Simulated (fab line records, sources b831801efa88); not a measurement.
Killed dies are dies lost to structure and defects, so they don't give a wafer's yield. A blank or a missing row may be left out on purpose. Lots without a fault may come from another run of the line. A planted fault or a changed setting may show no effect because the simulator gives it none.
Problem report in the 8D (eight disciplines) form, filled by code | flow gf180mcu | the parts of the form that need people (team, actions taken, sign-off) are left out

1. THE PROBLEM
HV_LDD_RS at GF_HV_LDD_RS_MEAS_53 reads a mean of 374.5 ohm/sq on 6 wafers of 2 lots; wafers without a fault read 418.3 ohm/sq with a standard deviation of 0.91. That is -48 standard deviations from the usual mean.
The step: measures by four-point-probe.
First seen on wafer L279.4, day 16 19:06, on film_metro-04. The record holds 39 wafers of 13 lots with a number at this step. Rule for "out", or "out of limits": more than 4 standard deviations from the usual mean. The other wafers with a number count as sound.

2. WHAT IT IS AND WHAT IT IS NOT
question                    | is                           | is not
which readings at this step | HV_LDD_RS                    | -
which lots                  | L279, L283                   | L266, L268, L269, L270, L271, L273, L274, L275, L276, L277, L289
which wafers of those lots  | all that have a number       | -
read on which gauges        | film_metro-03, film_metro-04 | film_metro-01
when                        | from day 16 19:06            | up to then (30 sound wafers); but 3 sound wafers of L289 came after

3. SUSPECTS, AND WHAT RULES EACH OUT
Counting: a tool at a process step up to the reading stays a suspect if it ran every lot that is out and no sound lot after the first of them.
- the gauge at GF_HV_LDD_RS_MEAS_53: ruled out. The wafers that are out were read on 2 gauges (film_metro-03, film_metro-04).
- implanter-02 at GF_HV_LDD_IMPLANT_36: kept. It ran every lot that is out, first L279 (day 15 19:41), and no sound lot after that; its last sound lot up to then is L276 (day 15 07:37). Its own readings are out on those wafers: tilt_deg.
Left after counting: implanter-02 at GF_HV_LDD_IMPLANT_36.

4. THE CAUSE (what the simulator had put in)
Process parameter drift: implanter-02, from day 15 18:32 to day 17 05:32, at GF_HV_LDD_IMPLANT_36. Setting tilt_deg, moved by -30, from 30. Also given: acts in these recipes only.
Counting left only this tool.

5. THE CHAIN OF EFFECTS, in route order
Each row: a reading whose mean over the struck wafers that have a number lies more than 3 standard deviations from the usual. Only readings for which the record gives a usual standard deviation are gone through. hours: the time from each lot's start at the first step in this table that gives one to its start at this step, as a median over the lots. sigmas: the change in usual standard deviations.
hours | step                 | reading   | usual          | on struck wafers | change  | sigmas
0     | GF_HV_LDD_IMPLANT_36 | tilt_deg  | 30.007 degrees | 0.011            | -29.996 | -99 or more
23    | GF_HV_LDD_RS_MEAS_53 | HV_LDD_RS | 418.3 ohm/sq   | 374.5            | -43.8   | -48
The process steps in it:
- GF_HV_LDD_IMPLANT_36
Later measuring or inspecting steps at which every struck wafer that the step has a row for has a number for every such reading, and none has moved that far: GF_HV_LDD_THK_MEAS_55.

6. WHAT WOULD HAVE CAUGHT IT SOONER
In this record the first reading out of limits at a measuring or inspecting step was taken at day 16 19:06, 25 hours after the fault began at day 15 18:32.
The tool's own readings at GF_HV_LDD_IMPLANT_36 were out on every struck wafer that the step has a row for (tilt_deg): an alarm limit on them would have fired on the first of those.
Of the lots that are out (2), L283 began GF_HV_LDD_IMPLANT_36 on implanter-02 after day 16 19:06. A hold on the tool at that time would have spared it.
